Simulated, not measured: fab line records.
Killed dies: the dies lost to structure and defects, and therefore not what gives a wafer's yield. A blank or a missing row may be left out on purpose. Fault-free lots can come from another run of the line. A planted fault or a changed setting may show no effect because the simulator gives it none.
A lot that was struck, set against a sound lot	flow sfq line	14 out of 325 route steps
Sound: wafers L551.2, L551.5, L551.6. Wafers struck: L560.1, L560.4, L560.6. At the end, the cause is stated.
At each step with rows: each side's tool, then ch and its chambers, then its first start. Under that, the readings that differ: sound wafers	struck wafers	difference of the means	sigmas: that difference in standard deviations of wafers without a fault.
alike: readings with means less than 2 such deviations apart, plus words and numbers identical on both sides. not compared: withheld readings, readings lacking a value on some wafer, bounds such as >300 that could conceal the same value, and numbers that have no deviation in the record and whose values overlap.
The two part at a step that has a row with sigmas, a row that says differs or no value, or rows on one side only. Numbers that don't overlap but have no deviation are shown without sigmas and don't part them. A reading that every wafer of one side lacks parts them only if that side has two wafers or more.

first, 7 steps without rows for these wafers: SFQ_TRILAYER_JJ_CE_STRIP_SOLV_CLEAN_121 (cleans in NMP, time 600 s); SFQ_TRILAYER_M5_LITHO_COAT_128 (resist thk 62 nm); SFQ_TRILAYER_M5_LITHO_COAT_123 (resist thk 600 nm); SFQ_TRILAYER_M5_LITHO_SOFTBAKE_127; SFQ_TRILAYER_M5_LITHO_EXPOSE_124 (exposes mask M5, target cd 700 nm); SFQ_TRILAYER_M5_LITHO_PEB_126 (peb time 60 s); SFQ_TRILAYER_M5_LITHO_DEVELOP_125 (time 60 s).
SFQ_M5_OVL_MEAS_932:
  sound: overlay-01 at day 52 17:30; struck: overlay-01 at day 56 22:56
  alike: M5_OVL
SFQ_TRILAYER_M5_BARC_OPEN_METAL_ETCH_161: etches BARC in O2, target depth 125 nm, time 41.7 s.
  sound on rie metal-03 ch 1, day 52 17:33; struck on rie metal-04 ch 0,1, day 56 22:59
  alike: drypump motor current A, oes product au
  not compared: rf hours counter h
SFQ_TRILAYER_M5_ETCH_METAL_ETCH_126: etches Nb in Cl2/BCl3, stops on SiO2, time 203.2 s, target depth 265 nm.
  sound on rie metal-03 ch 1, day 52 17:43; struck on rie metal-04 ch 0,1, day 56 23:02
  alike: drypump motor current A, oes product au
  not compared: rf hours counter h
SFQ_TRILAYER_M5_STRIP_STRIP_127: strips in O2.
  sound on rie metal-03 ch 1, day 52 18:14; struck on rie metal-04 ch 0,1, day 56 23:14
reading	sound	struck	difference	sigmas
oes product au (a.u.)	1.006 1.007 1.019	0.987 1.005 0.992	-0.016	-2
  alike: drypump motor current A
  not compared: rf hours counter h
then, 1 step without rows for these wafers: SFQ_TRILAYER_M5_STRIP_SOLV_CLEAN_128 (cleans in NMP, time 600 s).
SFQ_TRILAYER_A5B_DEP_PECVD_129: deposits SiO2 from SiH4/N2O, time 127.9 s, target thk 600 nm.
  sound on pecvd-02 ch 1,2, day 52 19:25; struck on pecvd-02 ch 1,2, day 57 00:01
reading	sound	struck	difference	sigmas
model.SiO2_of_TRILAYER_A5B_DEP_PECVD_129.thk nm (nm)	576.4 572.7 569.9	446.1 450.9 450.9	-123.7	
  alike: heater power w, throttle valve pct
SFQ_TRILAYER_A5B_CMP_CMP_130: polishes, stops on Nb, target thk 340.7 nm.
  sound on cmp-02 ch 0,1,3, day 52 21:52; struck on cmp-02 ch 0,2, day 57 08:34
  alike: edge zone pressure frac, motor current A

== WHERE THEY PART ==
SFQ_TRILAYER_M5_STRIP_STRIP_127 only, going by this record. Later steps at which nothing parts them and some readings are alike: SFQ_TRILAYER_A5B_DEP_PECVD_129, SFQ_TRILAYER_A5B_CMP_CMP_130.

WHY: the cause the simulator had injected
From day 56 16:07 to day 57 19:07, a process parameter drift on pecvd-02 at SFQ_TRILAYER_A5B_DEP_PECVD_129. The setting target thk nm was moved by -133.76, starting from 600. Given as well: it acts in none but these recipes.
